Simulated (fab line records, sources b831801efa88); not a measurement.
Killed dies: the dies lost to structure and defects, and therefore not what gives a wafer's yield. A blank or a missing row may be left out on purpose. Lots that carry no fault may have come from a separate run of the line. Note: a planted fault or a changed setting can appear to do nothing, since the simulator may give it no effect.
Which tool was responsible? + flow gf180mcu + 30 wafers from 10 lots sampled at 5 of the route's 602 steps

== WHAT THE GAUGES SHOWED, per wafer ==
GF_PASSIVATION_THK_MEAS_01.
| lot  | measured     | on            | PASSIVATION_CVD_00_THK (nm) |
|------|--------------|---------------|-----------------------------|
| L253 | day 28 11:59 | film-metro-03 | 995 1005 1017               |
| L256 | day 29 11:29 | film-metro-03 | 1017 1013 1028              |
| L257 | day 29 21:34 | film-metro-03 | 995 1008 1007               |
| L258 | day 30 00:55 | film-metro-04 | 1024 1032 1002              |
| L260 | day 30 23:56 | film-metro-04 | 991 1009 987                |
| L262 | day 31 11:26 | film-metro-03 | 996 1018 1019               |
| L265 | day 32 07:43 | film-metro-03 | 995 998 997                 |
| L269 | day 33 03:04 | film-metro-03 | 1002 1011 992               |
| L273 | day 34 01:20 | film-metro-04 | 1007 923 1007 1007 922 1008 |
| L274 | day 34 10:09 | film-metro-04 | 994 1000 1013               |

== WHAT TOOL EACH LOT RAN ON (gives the tool, then ch and the chambers of the sampled wafers, and finally the start) ==
| lot  | GF_V4_CMP_26                  | GF_MIM_SPUTTER_03            | GF_TOP_METAL_STRIP_17                | GF_PASSIVATION_CVD_00           |
|------|-------------------------------|------------------------------|--------------------------------------|---------------------------------|
| L253 | cmp-02 ch 0,1,2, day 24 23:01 | pvd-sputter-03, day 24 23:28 | plasma-asher-03 ch 0,1, day 28 11:20 | pecvd-01 ch 0,2, day 28 11:55   |
| L256 | cmp-02 ch 1,3, day 26 00:50   | pvd-sputter-03, day 26 01:18 | plasma-asher-04 ch 0,1, day 29 10:49 | pecvd-04 ch 0,2, day 29 11:23   |
| L257 | cmp-01 ch 0,1,3, day 26 09:20 | pvd-sputter-03, day 26 09:39 | plasma-asher-02 ch 0,1, day 29 20:55 | pecvd-04 ch 0,2, day 29 21:28   |
| L258 | cmp-02 ch 0,1,3, day 26 16:25 | pvd-sputter-03, day 26 16:44 | plasma-asher-03 ch 0,1, day 30 00:19 | pecvd-01 ch 0,1,2, day 30 00:51 |
| L260 | cmp-02 ch 1,2, day 27 17:11   | pvd-sputter-01, day 27 17:39 | plasma-asher-02 ch 0,1, day 30 23:17 | pecvd-03 ch 0,1,2, day 30 23:52 |
| L262 | cmp-02 ch 0,1,3, day 28 04:34 | pvd-sputter-01, day 28 05:02 | plasma-asher-02 ch 0,1, day 31 10:49 | pecvd-04 ch 0,1,2, day 31 11:21 |
| L265 | cmp-02 ch 0,2,3, day 29 01:53 | pvd-sputter-01, day 29 02:22 | plasma-asher-02 ch 0,1, day 32 07:05 | pecvd-01 ch 0,1,2, day 32 07:38 |
| L269 | cmp-01 ch 1,2,3, day 30 00:55 | pvd-sputter-01, day 30 01:19 | plasma-asher-02 ch 0,1, day 33 02:25 | pecvd-03 ch 0,1,2, day 33 02:59 |
| L273 | cmp-01 ch 0,1,2, day 31 05:05 | pvd-sputter-03, day 31 05:33 | plasma-asher-02 ch 0,1, day 34 00:37 | pecvd-03 ch 0,1,2, day 34 01:14 |
| L274 | cmp-02 ch 0,2,3, day 31 13:45 | pvd-sputter-01, day 31 14:13 | plasma-asher-03 ch 0,1, day 34 09:28 | pecvd-01 ch 0,1,2, day 34 10:04 |
- GF_V4_CMP_26: polishes, stops on SiO2, t overpolish 15 s, target thk 0 nm.
- GF_MIM_SPUTTER_03: material Ti, target thk 10 nm, time 6.7 s.
- GF_TOP_METAL_STRIP_17: strips in O2/N2.
- GF_PASSIVATION_CVD_00: deposits SiO2 from TEOS, target thk 1000 nm, time 111.95 s.

== THE ANSWER, worked out from the rows above alone ==
Rule: usual is defined by the lots themselves. The widest of any qualifying gaps counts: lots, ordered by their means at a reading, are off when they make up no more than a third of the lots, leave a main group of 4 or more, and stand apart from it by 3 or more times the standard deviation of that group's means. A main group is skipped when, at the precision printed for the reading in the tables above, its means are all equal. A lot without any number at a reading at which 4 lots or more have one is off too. All remaining lots with rows at the step are treated as sound.
No lot is off on any of the readings shown, so nothing can be concluded from this.

== WHAT THE SIMULATOR HAD PUT IN ==
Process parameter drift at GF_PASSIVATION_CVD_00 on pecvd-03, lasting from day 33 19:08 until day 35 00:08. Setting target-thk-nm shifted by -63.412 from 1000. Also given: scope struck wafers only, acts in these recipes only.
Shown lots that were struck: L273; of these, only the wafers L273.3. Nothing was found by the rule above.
